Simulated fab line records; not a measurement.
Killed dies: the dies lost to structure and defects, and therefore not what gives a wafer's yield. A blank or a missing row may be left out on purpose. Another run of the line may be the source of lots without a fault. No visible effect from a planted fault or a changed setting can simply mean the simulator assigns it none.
Matching of chambers ; flow gf180mcu ; rieDiel-03 running GF_V2_ETCH_16: 4 sister chambers
The step etches BARC in N2/H2. 4 wafers are shown with their chamber, then 8 later ones without.

WAFERS, EACH WITH ITS CHAMBER
wafer;chamber;drypumpMotorCurrentA (A)
L078.2;0;5.7
L079.5;2;5.7
L081.6;1;5.9
L083.3;3;6.6

WAFERS MISSING THEIR CHAMBER
wafer;drypumpMotorCurrentA (A)
L083.4;5.7
L083.6;6.0
L087.1;5.8
L087.3;6.5
L087.4;5.7
L089.2;6.6
L089.4;5.7
L089.5;6.6

WHICH CHAMBER EACH ONE RAN IN
wafer;from the rows above;in truth
L083.4;can't be placed: 0 or 2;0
L083.6;1;1
L087.1;can't be placed: 0 or 2 or 1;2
L087.3;3;3
L087.4;can't be placed: 0 or 2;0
L089.2;3;3
L089.4;can't be placed: 0 or 2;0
L089.5;3;3
Correctly placed: 4 of 8. Cannot be placed on the basis of these rows: 4; the candidates contain the true chamber in 4. Wrongly placed: 0.
How it was worked out, from the rows above alone: a wafer's distance from a chamber is the root of the sum, over the readings, of the square of ((its reading less the chamber's mean) divided by the reading's scatter). The wafer belongs to the nearest chamber; if the next one is less than 2 further off, it can't be placed. The mean given for a chamber averages the wafers shown for that chamber. The scatter (one wafer shown for each chamber): square how far every hidden wafer sits from the nearest shown wafer, average those squares and take the square root.
